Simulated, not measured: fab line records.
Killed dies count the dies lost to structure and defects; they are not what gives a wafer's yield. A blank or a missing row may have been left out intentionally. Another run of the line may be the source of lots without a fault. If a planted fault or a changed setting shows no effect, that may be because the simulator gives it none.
Which of the tools did it? || flow sky130 || 14 lots, 42 wafers sampled, at 2 steps of a route of 708

## WHAT THE GAUGES READ, wafer by wafer
SKY_NWELL_RS_MEAS_29: uses a four-point probe to measure.
{"lot": "L263", "measured": "day 5 09:08", "on": "film-metro-04", "NWELL_RS (ohm/sq)": "625.8 624.1 625.8"}
{"lot": "L265", "measured": "day 5 21:46", "on": "film-metro-04", "NWELL_RS (ohm/sq)": "625.8 623.1 625.6"}
{"lot": "L268", "measured": "day 6 16:15", "on": "film-metro-03", "NWELL_RS (ohm/sq)": "626.6 627.7 627.0"}
{"lot": "L269", "measured": "day 6 16:38", "on": "film-metro-02", "NWELL_RS (ohm/sq)": "625.7 626.8 625.5"}
{"lot": "L272", "measured": "day 7 14:05", "on": "film-metro-02", "NWELL_RS (ohm/sq)": "626.2 625.1 623.9"}
{"lot": "L276", "measured": "day 8 12:14", "on": "film-metro-03", "NWELL_RS (ohm/sq)": "646.8 644.2 646.5"}
{"lot": "L277", "measured": "day 8 19:09", "on": "film-metro-02", "NWELL_RS (ohm/sq)": "648.6 651.6 650.0"}
{"lot": "L279", "measured": "day 9 16:43", "on": "film-metro-02", "NWELL_RS (ohm/sq)": "626.2 628.6 626.4"}
{"lot": "L280", "measured": "day 9 20:04", "on": "film-metro-04", "NWELL_RS (ohm/sq)": "625.5 625.2 623.6"}
{"lot": "L281", "measured": "day 9 21:08", "on": "film-metro-03", "NWELL_RS (ohm/sq)": "622.2 621.7 623.1"}
{"lot": "L282", "measured": "day 10 03:02", "on": "film-metro-03", "NWELL_RS (ohm/sq)": "624.8 625.1 623.9"}
{"lot": "L283", "measured": "day 10 07:37", "on": "film-metro-03", "NWELL_RS (ohm/sq)": "629.3 626.5 625.7"}
{"lot": "L284", "measured": "day 10 15:22", "on": "film-metro-02", "NWELL_RS (ohm/sq)": "628.9 628.3 631.2"}
{"lot": "L286", "measured": "day 11 06:58", "on": "film-metro-04", "NWELL_RS (ohm/sq)": "624.6 625.5 624.7"}

## WHAT TOOL EACH LOT RAN ON (gives the tool, then ch and the chambers of the sampled wafers, and finally the start)
{"lot": "L263", "SKY_NWELL_IMPLANT_13": "implanter-01 ch 0, day 4 15:23"}
{"lot": "L265", "SKY_NWELL_IMPLANT_13": "implanter-01 ch 0, day 5 02:53"}
{"lot": "L268", "SKY_NWELL_IMPLANT_13": "implanter-02 ch 0, day 5 21:02"}
{"lot": "L269", "SKY_NWELL_IMPLANT_13": "implanter-03 ch 0, day 5 21:46"}
{"lot": "L272", "SKY_NWELL_IMPLANT_13": "implanter-03 ch 0, day 6 17:26"}
{"lot": "L276", "SKY_NWELL_IMPLANT_13": "implanter-02 ch 0, day 7 14:58"}
{"lot": "L277", "SKY_NWELL_IMPLANT_13": "implanter-02 ch 0, day 7 22:01"}
{"lot": "L279", "SKY_NWELL_IMPLANT_13": "implanter-03 ch 0, day 8 18:46"}
{"lot": "L280", "SKY_NWELL_IMPLANT_13": "implanter-03 ch 0, day 8 22:35"}
{"lot": "L281", "SKY_NWELL_IMPLANT_13": "implanter-01 ch 0, day 8 22:57"}
{"lot": "L282", "SKY_NWELL_IMPLANT_13": "implanter-03 ch 0, day 9 04:31"}
{"lot": "L283", "SKY_NWELL_IMPLANT_13": "implanter-03 ch 0, day 9 08:29"}
{"lot": "L284", "SKY_NWELL_IMPLANT_13": "implanter-01 ch 0, day 9 15:40"}
{"lot": "L286", "SKY_NWELL_IMPLANT_13": "implanter-01 ch 0, day 10 06:42"}
- SKY_NWELL_IMPLANT_13

## AS READ BY THE TOOLS THEMSELVES (means over the sampled wafers that have a number; for cases with no such wafer, the mark the record gives instead)
SKY_NWELL_IMPLANT_13.
{"lot": "L263", "tool": "implanter-01", "dose-ions-cm2": 7.003e+11, "faraday-current-uA": 3.95}
{"lot": "L265", "tool": "implanter-01", "dose-ions-cm2": 6.995e+11, "faraday-current-uA": 4.00}
{"lot": "L268", "tool": "implanter-02", "dose-ions-cm2": 6.998e+11, "faraday-current-uA": 3.90}
{"lot": "L269", "tool": "implanter-03", "dose-ions-cm2": 7.006e+11, "faraday-current-uA": 3.97}
{"lot": "L272", "tool": "implanter-03", "dose-ions-cm2": 7.004e+11, "faraday-current-uA": 3.94}
{"lot": "L276", "tool": "implanter-02", "dose-ions-cm2": 6.947e+10, "faraday-current-uA": 0.40}
{"lot": "L277", "tool": "implanter-02", "dose-ions-cm2": 6.937e+10, "faraday-current-uA": 0.39}
{"lot": "L279", "tool": "implanter-03", "dose-ions-cm2": 7.002e+11, "faraday-current-uA": 3.90}
{"lot": "L280", "tool": "implanter-03", "dose-ions-cm2": 6.995e+11, "faraday-current-uA": 3.99}
{"lot": "L281", "tool": "implanter-01", "dose-ions-cm2": 6.999e+11, "faraday-current-uA": 3.96}
{"lot": "L282", "tool": "implanter-03", "dose-ions-cm2": 7.007e+11, "faraday-current-uA": 3.89}
{"lot": "L283", "tool": "implanter-03", "dose-ions-cm2": 7.007e+11, "faraday-current-uA": 3.96}
{"lot": "L284", "tool": "implanter-01", "dose-ions-cm2": 7.000e+11, "faraday-current-uA": 3.97}
{"lot": "L286", "tool": "implanter-01", "dose-ions-cm2": 6.990e+11, "faraday-current-uA": 3.88}

## THE ANSWER, worked out from the rows above alone
Rule: usual is defined by the lots themselves. Put in order of their means at a reading, lots are off if they are a third of the lots or fewer, leave a main group of 4 or more, and stand apart from it by a gap of 3 or more times the standard deviation of the main group's means; of several such gaps the widest counts. Not used: any main group whose means are identical at the precision the tables above print for the reading. Also off: a lot with no number at a reading for which 4 or more lots have one. Any other lot the step has rows for is counted as sound. The gauges are gone through in route order, then the tools' own readings, and for those a lot's mean is taken as printed above. The first step at which some lot is off is used, and at that step the reading that is off furthest; a lot without a number counts as furthest.
Off: L276, L277, at SKY_NWELL_RS_MEAS_29 (NWELL_RS). Mean 625.7 ohm/sq and standard deviation 1.7 in the main group.
If a tool, at a process step before that reading, ran all the lots that are off and no sound lot after the first of them, it fits. The gauges at SKY_NWELL_RS_MEAS_29 aren't tried: what is off there is off at SKY_NWELL_IMPLANT_13 too, on other tools, and a gauge's error can't cause that. One candidate fits, namely implanter-02 at SKY_NWELL_IMPLANT_13. A fault onset in the window from L268 (day 5 21:02, its last sound lot) to L276 (day 7 14:58, its first lot off) fits.
The tool's own readings at SKY_NWELL_IMPLANT_13 bear it out: on the lots that are off they differ by more than 5 times the standard deviation of the sound lots' means. dose-ions-cm2 reads 6.942e+10 there against 7.000e+11 on the sound lots; faraday-current-uA reads 0.40 there against 3.94 on the sound lots.

## WHAT HAD BEEN PUT IN BY THE SIMULATOR
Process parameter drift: implanter-02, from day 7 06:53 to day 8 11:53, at SKY_NWELL_IMPLANT_13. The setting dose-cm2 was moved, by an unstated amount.
Lots struck among those shown: L276, L277. The rule given above showed the same thing.
